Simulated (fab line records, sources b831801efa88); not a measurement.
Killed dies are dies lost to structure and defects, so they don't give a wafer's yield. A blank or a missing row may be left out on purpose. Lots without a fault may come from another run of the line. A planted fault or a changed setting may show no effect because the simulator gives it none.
A struck lot beside a sound one | flow gf180mcu | 14 steps out of a route of 602
Sound: wafers L715.1, L715.3, L715.4. Struck: wafers L708.2, L708.5, L708.6. The cause comes at the end.
At each step with rows: each side's tool, then ch and its chambers, then its first start. Under that, the readings that differ: sound wafers | struck wafers | difference of the means | sigmas: that difference in standard deviations of wafers without a fault.
alike: readings whose means differ by less than 2 such deviations, and words and numbers that are the same on both sides. not compared: withheld readings, readings that some wafer has no value for, bounds like >300 that may hide the same value, and numbers for which the record gives no deviation and whose values overlap.
The two part at a step that has a row with sigmas, a row that says differs or no value, or rows on one side only. Numbers that don't overlap but have no deviation are shown without sigmas and don't part them. A reading that every wafer of one side lacks parts them only if that side has two wafers or more.

first, 2 steps without rows for these wafers: GF_V4_STRIP_19 (strips in post etch residue remover, time 1200 s); GF_V4_CLEAN_20 (cleans in DIW).
GF_V4_SPUTTER_21: material Ti, target thk 15 nm, time 80.02 s.
  sound on pvd_sputter-04, day 28 18:06; struck on pvd_sputter-04, day 27 01:58
  alike: cathode_dc_power_W, chamber_pressure_pa, throttle_valve_pct
then, 1 step without rows for these wafers: GF_V4_SPUTTER_22 (material TiN, target thk 10 nm, time 40 s).
GF_V4_CVD_23: deposits W, target thk 350 nm, time 104.9 s.
  sound on cvd_w-02 ch 0,1, day 28 18:12; struck on cvd_w-01 ch 0,1, day 27 02:04
  alike: heater_power_w
GF_V4_RS_MEAS_24: measures by four-point-probe.
  sound on film_metro-03, day 28 18:19; struck on film_metro-03, day 27 02:11
  alike: V4_W_RS
GF_V4_THK_MEAS_25: measures by xrf.
  sound on film_metro-03, day 28 18:26; struck on film_metro-03, day 27 02:18
  alike: V4_W_THK
then, 1 step without rows for these wafers: GF_V4_CMP_26 (polishes, stops on SiO2, t overpolish 15 s, target thk 0 nm).
GF_MIM_SPUTTER_00: material Ti, target thk 37.5 nm, time 150 s.
  sound on pvd_sputter-02, day 28 18:47; struck on pvd_sputter-02, day 27 02:39
  alike: cathode_dc_power_W, chamber_pressure_pa, throttle_valve_pct
GF_MIM_SPUTTER_01: material TiN, target thk 30 nm, time 25 s.
  sound on pvd_sputter-02, day 28 18:53; struck on pvd_sputter-02, day 27 02:45
  alike: cathode_dc_power_W, chamber_pressure_pa, throttle_valve_pct
then, 1 step without rows for these wafers: GF_MIM_SPUTTER_02 (material AlCu, target thk 450 nm, time 23.9 s).
GF_MIM_SPUTTER_03: material Ti, target thk 10 nm, time 6.7 s.
  sound on pvd_sputter-02, day 28 18:57; struck on pvd_sputter-02, day 27 02:49
  alike: cathode_dc_power_W, chamber_pressure_pa, throttle_valve_pct
GF_MIM_SPUTTER_04: material TiN, target thk 50 nm, time 41.7 s.
  sound on pvd_sputter-02, day 28 18:58; struck on pvd_sputter-02, day 27 02:50
  no value came back on the struck wafers for cathode_dc_power_W (W), chamber_pressure_pa (Pa), throttle_valve_pct (%); on the sound wafers cathode_dc_power_W (W) reads 6499.9 6498.4 6498.4
then, 1 step without rows for these wafers: GF_MIM_CVD_05 (deposits Si3N4, target thk 42 nm, time 29.086 s).

WHERE THEY PART
Only at GF_MIM_SPUTTER_04, within this record.

WHY: what the simulator had put in
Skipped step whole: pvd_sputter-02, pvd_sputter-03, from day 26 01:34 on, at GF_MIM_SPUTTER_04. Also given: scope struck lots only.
